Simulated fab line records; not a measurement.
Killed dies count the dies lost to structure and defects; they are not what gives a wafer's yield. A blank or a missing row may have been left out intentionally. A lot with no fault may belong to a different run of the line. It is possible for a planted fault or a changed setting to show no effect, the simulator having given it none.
Which tool did it? :: flow gf180mcu :: 42 wafers from 14 lots sampled at 5 of the route's 602 steps

## WHAT THE GAUGES READ, wafer by wafer
GF_PSD_TW_MEAS_11. Usual: PSD_TW typically reads 3189, with standard deviation 27.
lot: L620
measured: day 14 16:31
on: film-metro-01
PSD_TW: 3223 3234 3243
flag: 

lot: L622
measured: day 15 10:48
on: film-metro-04
PSD_TW: 3169 3164 3145
flag: 

lot: L623
measured: day 15 17:08
on: film-metro-04
PSD_TW: 3175 3155 3163
flag: 

lot: L625
measured: day 16 07:36
on: film-metro-04
PSD_TW: 3139 3157 3161
flag: 

lot: L626
measured: day 16 22:23
on: film-metro-04
PSD_TW: 3137 3171 3154
flag: 

lot: L627
measured: day 17 02:29
on: film-metro-01
PSD_TW: 3234 3228 3220
flag: 

lot: L628
measured: day 17 11:10
on: film-metro-03
PSD_TW: 3180 3175 3179
flag: 

lot: L629
measured: day 17 19:02
on: film-metro-03
PSD_TW: 3169 3178 3172
flag: 

lot: L632
measured: day 19 02:34
on: film-metro-04
PSD_TW: 3158 3170 3179
flag: 

lot: L638
measured: day 21 07:40
on: film-metro-01
PSD_TW: 30 30 30 30 30 30
flag: OFF

lot: L639
measured: day 21 08:04
on: film-metro-01
PSD_TW: 30 30 30 31 30 30
flag: OFF

lot: L640
measured: day 21 15:56
on: film-metro-03
PSD_TW: 3192 3183 3188
flag: 

lot: L641
measured: day 22 03:23
on: film-metro-01
PSD_TW: 3177 3193 3184
flag: 

lot: L642
measured: day 22 09:58
on: film-metro-03
PSD_TW: 3198 3177 3211
flag: 

GF_V3_THK_MEAS_01. Usual: V3_CVD_00_THK typically reads 600 nm, with standard deviation 5.8.
lot: L620
measured: day 22 00:08
on: film-metro-02
V3_CVD_00_THK (nm): 593 610 588
flag: 

lot: L622
measured: day 22 16:03
on: film-metro-02
V3_CVD_00_THK (nm): 605 603 606
flag: 

lot: L623
measured: day 22 23:29
on: film-metro-01
V3_CVD_00_THK (nm): 597 596 599
flag: 

lot: L625
measured: day 23 14:50
on: film-metro-01
V3_CVD_00_THK (nm): 594 590 605
flag: 

lot: L626
measured: day 24 06:26
on: film-metro-01
V3_CVD_00_THK (nm): 597 598 604
flag: 

lot: L627
measured: day 24 08:53
on: film-metro-02
V3_CVD_00_THK (nm): 594 603 596
flag: 

lot: L628
measured: day 24 17:45
on: film-metro-03
V3_CVD_00_THK (nm): 600 601 601
flag: 

lot: L629
measured: day 25 00:16
on: film-metro-03
V3_CVD_00_THK (nm): 601 590 589
flag: 

lot: L632
measured: day 26 05:39
on: film-metro-01
V3_CVD_00_THK (nm): 611 614 606
flag: 

lot: L640
measured: day 28 07:40
on: film-metro-01
V3_CVD_00_THK (nm): 616 604 601
flag: 

lot: L641
measured: day 28 18:52
on: film-metro-02
V3_CVD_00_THK (nm): 600 599 606
flag: 

lot: L642
measured: day 29 04:10
on: film-metro-02
V3_CVD_00_THK (nm): 603 601 603
flag: 

## WHICH TOOL RAN EACH LOT (tool, then ch and the chambers of the sampled wafers, then the start)
lot: L620
GF_PSD_IMPLANT_09: implanter-02 ch 0, day 14 16:18
GF_PSD_STRIP_10: plasma-asher-03 ch 0,1, day 14 16:25
GF_V2_STRIP_18: plasma-asher-02 ch 0,1, day 20 21:59

lot: L622
GF_PSD_IMPLANT_09: implanter-04 ch 0, day 15 10:35
GF_PSD_STRIP_10: plasma-asher-02 ch 0,1, day 15 10:43
GF_V2_STRIP_18: plasma-asher-04 ch 0,1, day 21 14:39

lot: L623
GF_PSD_IMPLANT_09: implanter-02 ch 0, day 15 16:54
GF_PSD_STRIP_10: plasma-asher-02 ch 0,1, day 15 17:02
GF_V2_STRIP_18: plasma-asher-01 ch 0,1, day 21 21:51

lot: L625
GF_PSD_IMPLANT_09: implanter-03 ch 0, day 16 07:22
GF_PSD_STRIP_10: plasma-asher-02 ch 0,1, day 16 07:29
GF_V2_STRIP_18: plasma-asher-04 ch 0,1, day 22 13:37

lot: L626
GF_PSD_IMPLANT_09: implanter-03 ch 0, day 16 22:08
GF_PSD_STRIP_10: plasma-asher-03 ch 0,1, day 16 22:17
GF_V2_STRIP_18: plasma-asher-01 ch 0,1, day 23 05:49

lot: L627
GF_PSD_IMPLANT_09: implanter-02 ch 0, day 17 02:14
GF_PSD_STRIP_10: plasma-asher-04 ch 0,1, day 17 02:22
GF_V2_STRIP_18: plasma-asher-02 ch 0,1, day 23 07:52

lot: L628
GF_PSD_IMPLANT_09: implanter-02 ch 0, day 17 10:55
GF_PSD_STRIP_10: plasma-asher-02 ch 0,1, day 17 11:04
GF_V2_STRIP_18: plasma-asher-04 ch 0,1, day 23 17:14

lot: L629
GF_PSD_IMPLANT_09: implanter-04 ch 0, day 17 18:47
GF_PSD_STRIP_10: plasma-asher-03 ch 0,1, day 17 18:56
GF_V2_STRIP_18: plasma-asher-01 ch 0,1, day 24 00:25

lot: L632
GF_PSD_IMPLANT_09: implanter-04 ch 0, day 19 02:19
GF_PSD_STRIP_10: plasma-asher-03 ch 0,1, day 19 02:28
GF_V2_STRIP_18: plasma-asher-01 ch 0,1, day 25 06:21

lot: L638
GF_PSD_IMPLANT_09: implanter-04, day 21 07:25
GF_PSD_STRIP_10: plasma-asher-03 ch 0,1, day 21 07:34
GF_V2_STRIP_18: -

lot: L639
GF_PSD_IMPLANT_09: implanter-02, day 21 07:49
GF_PSD_STRIP_10: plasma-asher-04 ch 0,1, day 21 07:58
GF_V2_STRIP_18: -

lot: L640
GF_PSD_IMPLANT_09: implanter-04 ch 0, day 21 15:41
GF_PSD_STRIP_10: plasma-asher-04 ch 0,1, day 21 15:50
GF_V2_STRIP_18: plasma-asher-02 ch 0,1, day 27 09:54

lot: L641
GF_PSD_IMPLANT_09: implanter-03 ch 0, day 22 03:09
GF_PSD_STRIP_10: plasma-asher-02 ch 0,1, day 22 03:16
GF_V2_STRIP_18: plasma-asher-02 ch 0,1, day 27 20:49

lot: L642
GF_PSD_IMPLANT_09: implanter-03 ch 0, day 22 09:44
GF_PSD_STRIP_10: plasma-asher-03 ch 0,1, day 22 09:52
GF_V2_STRIP_18: plasma-asher-01 ch 0, day 28 05:58
- GF_PSD_IMPLANT_09
- GF_PSD_STRIP_10: strips in O2/N2.
- GF_V2_STRIP_18: strips in O2/N2.

## AS READ BY THE TOOLS THEMSELVES (means over the sampled wafers that have a number; for cases with no such wafer, the mark the record gives instead)
GF_PSD_IMPLANT_09. Usual: beam-energy-keV 39.998, standard deviation 0.012; beam-on-s 9.98 s, standard deviation 0.19; faraday-current-uA 8271, standard deviation 160.
lot: L620
tool: implanter-02
beam-energy-keV: 40.002
beam-on-s (s): 10.08
faraday-current-uA: 8185
flag: 

lot: L622
tool: implanter-04
beam-energy-keV: 40.006
beam-on-s (s): 10.14
faraday-current-uA: 8141
flag: 

lot: L623
tool: implanter-02
beam-energy-keV: 39.991
beam-on-s (s): 9.82
faraday-current-uA: 8366
flag: 

lot: L625
tool: implanter-03
beam-energy-keV: 39.996
beam-on-s (s): 9.89
faraday-current-uA: 8347
flag: 

lot: L626
tool: implanter-03
beam-energy-keV: 39.999
beam-on-s (s): 10.01
faraday-current-uA: 8247
flag: 

lot: L627
tool: implanter-02
beam-energy-keV: 40.003
beam-on-s (s): 9.86
faraday-current-uA: 8357
flag: 

lot: L628
tool: implanter-02
beam-energy-keV: 40.002
beam-on-s (s): 9.84
faraday-current-uA: 8360
flag: 

lot: L629
tool: implanter-04
beam-energy-keV: 39.994
beam-on-s (s): 9.96
faraday-current-uA: 8255
flag: 

lot: L632
tool: implanter-04
beam-energy-keV: 39.987
beam-on-s (s): 9.84
faraday-current-uA: 8360
flag: 

lot: L638
tool: implanter-04
beam-energy-keV: -
beam-on-s (s): -
faraday-current-uA: -
flag: OFF

lot: L639
tool: implanter-02
beam-energy-keV: -
beam-on-s (s): -
faraday-current-uA: -
flag: OFF

lot: L640
tool: implanter-04
beam-energy-keV: 39.988
beam-on-s (s): 10.01
faraday-current-uA: 8225
flag: 

lot: L641
tool: implanter-03
beam-energy-keV: 39.992
beam-on-s (s): 9.91
faraday-current-uA: 8317
flag: 

lot: L642
tool: implanter-03
beam-energy-keV: 39.994
beam-on-s (s): 9.94
faraday-current-uA: 8301
flag: 

GF_PSD_STRIP_10. Usual: drypump-motor-current-A 6.0 A, standard deviation 0.34; heater-power-w 349 W, standard deviation 33; oes-product-au 0.592 a.u., standard deviation 0.0048; strip-time-to-endpoint-s 16.51 s, standard deviation 0.034.
lot: L620
tool: plasma-asher-03
drypump-motor-current-A (A): 5.7
heater-power-w (W): 387
oes-product-au (a.u.): 0.599
strip-time-to-endpoint-s (s): 16.48
flag: 

lot: L622
tool: plasma-asher-02
drypump-motor-current-A (A): 6.2
heater-power-w (W): 333
oes-product-au (a.u.): 0.593
strip-time-to-endpoint-s (s): 16.51
flag: 

lot: L623
tool: plasma-asher-02
drypump-motor-current-A (A): 6.2
heater-power-w (W): 331
oes-product-au (a.u.): 0.591
strip-time-to-endpoint-s (s): 16.51
flag: 

lot: L625
tool: plasma-asher-02
drypump-motor-current-A (A): 6.3
heater-power-w (W): 334
oes-product-au (a.u.): 0.587
strip-time-to-endpoint-s (s): 16.49
flag: 

lot: L626
tool: plasma-asher-03
drypump-motor-current-A (A): 5.6
heater-power-w (W): 382
oes-product-au (a.u.): 0.591
strip-time-to-endpoint-s (s): 16.54
flag: 

lot: L627
tool: plasma-asher-04
drypump-motor-current-A (A): 6.3
heater-power-w (W): 321
oes-product-au (a.u.): 0.595
strip-time-to-endpoint-s (s): 16.49
flag: 

lot: L628
tool: plasma-asher-02
drypump-motor-current-A (A): 6.3
heater-power-w (W): 338
oes-product-au (a.u.): 0.587
strip-time-to-endpoint-s (s): 16.50
flag: 

lot: L629
tool: plasma-asher-03
drypump-motor-current-A (A): 5.7
heater-power-w (W): 394
oes-product-au (a.u.): 0.589
strip-time-to-endpoint-s (s): 16.54
flag: 

lot: L632
tool: plasma-asher-03
drypump-motor-current-A (A): 5.6
heater-power-w (W): 385
oes-product-au (a.u.): 0.591
strip-time-to-endpoint-s (s): 16.58
flag: 

lot: L638
tool: plasma-asher-03
drypump-motor-current-A (A): 5.6
heater-power-w (W): 383
oes-product-au (a.u.): 0.715
strip-time-to-endpoint-s (s): 12.55
flag: OFF

lot: L639
tool: plasma-asher-04
drypump-motor-current-A (A): 6.2
heater-power-w (W): 313
oes-product-au (a.u.): 0.717
strip-time-to-endpoint-s (s): 12.61
flag: OFF

lot: L640
tool: plasma-asher-04
drypump-motor-current-A (A): 6.2
heater-power-w (W): 307
oes-product-au (a.u.): 0.590
strip-time-to-endpoint-s (s): 16.50
flag: 

lot: L641
tool: plasma-asher-02
drypump-motor-current-A (A): 6.2
heater-power-w (W): 334
oes-product-au (a.u.): 0.589
strip-time-to-endpoint-s (s): 16.55
flag: 

lot: L642
tool: plasma-asher-03
drypump-motor-current-A (A): 5.6
heater-power-w (W): 388
oes-product-au (a.u.): 0.591
strip-time-to-endpoint-s (s): 16.47
flag: 

GF_V2_STRIP_18. Usual: drypump-motor-current-A 6.1 A, standard deviation 0.36; heater-power-w 335 W, standard deviation 22; oes-product-au 0.593 a.u., standard deviation 0.005.
lot: L620
tool: plasma-asher-02
drypump-motor-current-A (A): 6.3
heater-power-w (W): 335
oes-product-au (a.u.): 0.588
flag: 

lot: L622
tool: plasma-asher-04
drypump-motor-current-A (A): 6.3
heater-power-w (W): 325
oes-product-au (a.u.): 0.593
flag: 

lot: L623
tool: plasma-asher-01
drypump-motor-current-A (A): 6.0
heater-power-w (W): 358
oes-product-au (a.u.): 0.592
flag: 

lot: L625
tool: plasma-asher-04
drypump-motor-current-A (A): 6.2
heater-power-w (W): 307
oes-product-au (a.u.): 0.591
flag: 

lot: L626
tool: plasma-asher-01
drypump-motor-current-A (A): 6.0
heater-power-w (W): 358
oes-product-au (a.u.): 0.592
flag: 

lot: L627
tool: plasma-asher-02
drypump-motor-current-A (A): 6.3
heater-power-w (W): 334
oes-product-au (a.u.): 0.593
flag: 

lot: L628
tool: plasma-asher-04
drypump-motor-current-A (A): 6.3
heater-power-w (W): 327
oes-product-au (a.u.): 0.591
flag: 

lot: L629
tool: plasma-asher-01
drypump-motor-current-A (A): 5.7
heater-power-w (W): 348
oes-product-au (a.u.): 0.590
flag: 

lot: L632
tool: plasma-asher-01
drypump-motor-current-A (A): 6.0
heater-power-w (W): 357
oes-product-au (a.u.): 0.595
flag: 

lot: L640
tool: plasma-asher-02
drypump-motor-current-A (A): 6.3
heater-power-w (W): 332
oes-product-au (a.u.): 0.594
flag: 

lot: L641
tool: plasma-asher-02
drypump-motor-current-A (A): 6.2
heater-power-w (W): 337
oes-product-au (a.u.): 0.590
flag: 

lot: L642
tool: plasma-asher-01
drypump-motor-current-A (A): 6.3
heater-power-w (W): 363
oes-product-au (a.u.): 0.594
flag: 

## THE ANSWER, worked out from the rows above alone
Rule: a lot is off if the mean of its wafers that have a number lies more than 3 standard deviations from the usual mean. Also off: a lot with no number at a reading for which 4 or more lots have one. The other lots that the step has rows for count as sound. First the gauges in route order, then the tools' own readings, where a lot's mean is used as printed above. The first step at which some lot is off is used, and at that step the reading that is off furthest; a lot without a number counts as furthest.
Off: L638, L639, at GF_PSD_TW_MEAS_11 (PSD_TW).
A tool fits if, at a process step before that reading, it ran every lot that is off, and no sound lot after the first of them. The gauges at GF_PSD_TW_MEAS_11 aren't tried: what is off there is off at GF_PSD_IMPLANT_09 too, on other tools, and a gauge's error can't cause that. Of those tried, none fits.

## WHAT HAD BEEN PUT IN BY THE SIMULATOR
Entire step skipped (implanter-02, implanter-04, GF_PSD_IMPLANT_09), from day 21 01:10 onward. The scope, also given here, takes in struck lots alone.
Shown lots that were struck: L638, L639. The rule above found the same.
